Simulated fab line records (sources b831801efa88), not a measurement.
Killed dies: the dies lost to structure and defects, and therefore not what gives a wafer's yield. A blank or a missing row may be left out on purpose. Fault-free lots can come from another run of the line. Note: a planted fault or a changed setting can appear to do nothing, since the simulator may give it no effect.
Which tool was responsible? + flow sky130 + Sampling: 13 lots, 39 wafers, 3 of 708 route steps

## WHAT THE GAUGES SHOWED, per wafer
SKY_FIELD_ISO_THK_MEAS_02.
| lot  | measured    | on            | FIELD_ISO_OXIDATION_00_THK (nm) |
|------|-------------|---------------|---------------------------------|
| L499 | day 1 13:31 | film_metro-02 | 11.87 11.87 11.64               |
| L500 | day 1 19:10 | film_metro-01 | 12.15 12.08 12.07               |
| L501 | day 1 21:58 | film_metro-04 | 11.95 12.03 12.05               |
| L503 | day 2 07:38 | film_metro-01 | 12.30 11.80 12.07               |
| L504 | day 2 12:38 | film_metro-02 | 12.28 12.10 12.27               |
| L505 | day 2 17:38 | film_metro-01 | 12.15 12.27 12.20               |
| L506 | day 2 22:38 | film_metro-02 | 11.70 11.84 11.79               |
| L507 | day 3 05:05 | film_metro-02 | 11.95 11.83 11.84               |
| L509 | day 3 13:38 | film_metro-01 | 11.81 11.88 12.02               |
| L517 | day 5 05:38 | film_metro-01 | 11.69 12.04 11.95               |
| L518 | day 5 10:38 | film_metro-04 | 12.03 12.06 11.94               |
| L520 | day 5 23:42 | film_metro-02 | 11.89 11.88 11.74               |
| L521 | day 6 01:38 | film_metro-02 | 11.76 11.79 11.67               |

SKY_NWELL_TW_MEAS_15.
| lot  | measured     | on            | NWELL_TW       |
|------|--------------|---------------|----------------|
| L499 | day 5 07:31  | film_metro-01 | 1846 1843 1842 |
| L500 | day 5 07:00  | film_metro-03 | 1830 1832 1821 |
| L501 | day 5 02:55  | film_metro-03 | 1828 1824 1805 |
| L503 | day 5 18:22  | film_metro-01 | 1842 1848 1838 |
| L504 | day 5 23:30  | film_metro-03 | 1824 1829 1832 |
| L505 | day 5 23:17  | film_metro-01 | 1844 1842 1837 |
| L506 | day 6 07:50  | film_metro-04 | 1803 1810 1831 |
| L507 | day 6 14:27  | film_metro-04 | 1818 1819 1815 |
| L509 | day 6 21:37  | film_metro-01 | 1842 1844 1846 |
| L517 | day 8 23:47  | film_metro-03 | 1824 1829 1839 |
| L518 | day 9 05:23  | film_metro-03 | 1844 1847 1851 |
| L520 | day 9 19:48  | film_metro-04 | 1807 1810 1813 |
| L521 | day 10 04:32 | film_metro-03 | 1834 1827 1836 |

## WHAT TOOL EACH LOT RAN ON (gives the tool, then ch and the chambers of the sampled wafers, and finally the start)
| lot  | SKY_FIELD_ISO_ETCH_17           |
|------|---------------------------------|
| L499 | rie_si-01 ch 1,2,3, day 2 20:56 |
| L500 | rie_si-02 ch 0,2, day 2 20:49   |
| L501 | rie_si-01 ch 1,2, day 2 20:35   |
| L503 | rie_si-02 ch 0,1,2, day 3 06:17 |
| L504 | rie_si-01 ch 0,2,3, day 3 12:10 |
| L505 | rie_si-01 ch 1,2,3, day 3 12:15 |
| L506 | rie_si-01 ch 1,2,3, day 3 21:34 |
| L507 | rie_si-01 ch 0,2,3, day 4 03:02 |
| L509 | rie_si-01 ch 1,2, day 4 09:28   |
| L517 | rie_si-02 ch 0,2, day 6 04:29   |
| L518 | rie_si-01 ch 1,2, day 6 10:20   |
| L520 | rie_si-01 ch 0,1, day 6 22:22   |
| L521 | rie_si-01 ch 1,3, day 7 04:50   |
- SKY_FIELD_ISO_ETCH_17: etches Si in HBr/Cl2/O2, target depth 342 nm, time 97.7 s.

## AS READ BY THE TOOLS THEMSELVES (means over the sampled wafers that have a number; for cases with no such wafer, the mark the record gives instead)
SKY_FIELD_ISO_ETCH_17.
| lot  | tool      | bias_w (W) | drypump_motor_current_A (A) | oes_product_au (a.u.) | rf_fwd_power_W (W) | throttle_valve_pct (%) |
|------|-----------|------------|-----------------------------|-----------------------|--------------------|------------------------|
| L499 | rie_si-01 | 149.8      | 6.1                         | 0.996                 | 595.2              | 25.665                 |
| L500 | rie_si-02 | 150.1      | 5.2                         | 1.013                 | 597.3              | 25.653                 |
| L501 | rie_si-01 | 150.4      | 6.2                         | 0.987                 | 597.1              | 25.664                 |
| L503 | rie_si-02 | 149.9      | 5.4                         | 1.004                 | 595.3              | 25.654                 |
| L504 | rie_si-01 | 149.8      | 5.8                         | 0.990                 | 599.4              | 25.664                 |
| L505 | rie_si-01 | 150.2      | 6.1                         | 1.000                 | 595.5              | 25.666                 |
| L506 | rie_si-01 | 149.8      | 6.1                         | 0.996                 | 594.0              | 25.648                 |
| L507 | rie_si-01 | 150.1      | 5.8                         | 0.993                 | 595.4              | 25.667                 |
| L509 | rie_si-01 | 149.9      | 6.3                         | 1.000                 | 593.5              | 25.656                 |
| L517 | rie_si-02 | 150.2      | 5.4                         | 1.051                 | 595.9              | 25.628                 |
| L518 | rie_si-01 | 150.0      | 6.3                         | 0.994                 | 596.7              | 25.665                 |
| L520 | rie_si-01 | 150.2      | 5.8                         | 1.000                 | 597.3              | 25.649                 |
| L521 | rie_si-01 | 150.6      | 6.0                         | 0.992                 | 594.5              | 25.664                 |

## THE ANSWER, worked out from the rows above alone
Rule: the lots themselves supply what counts as usual. The widest of any qualifying gaps counts: lots, ordered by their means at a reading, are off when they make up no more than a third of the lots, leave a main group of 4 or more, and stand apart from it by 3 or more times the standard deviation of that group's means. The tables above print the reading to a certain number of digits; a main group whose means all agree to those digits is not used. A lot without any number at a reading at which 4 lots or more have one is off too. All remaining lots with rows at the step are treated as sound. First the gauges in route order, then the tools' own readings, where a lot's mean is used as printed above. At the first step where some lot is off, the reading lying furthest off is the one used; lots without a number count as furthest.
Off: L517, at SKY_FIELD_ISO_ETCH_17 (oes_product_au). Main group: mean 0.997 a.u., sd 0.0067.
A tool fits if, at that step or a process step before it, it ran every lot that is off, and no sound lot after the first of them. One fits: rie_si-02 at SKY_FIELD_ISO_ETCH_17. A fault onset in the window from L503 (day 3 06:17, its last sound lot) to L517 (day 6 04:29, its first lot off) fits.
The tool's own readings at SKY_FIELD_ISO_ETCH_17 bear it out: on the lots that are off they differ by more than 5 times the standard deviation of the sound lots' means. oes_product_au reads 1.051 a.u. there against 0.997 a.u. on the sound lots.

## WHAT THE SIMULATOR HAD PUT IN
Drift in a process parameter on rie_si-02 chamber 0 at SKY_FIELD_ISO_ETCH_17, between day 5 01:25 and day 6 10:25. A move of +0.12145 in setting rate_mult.
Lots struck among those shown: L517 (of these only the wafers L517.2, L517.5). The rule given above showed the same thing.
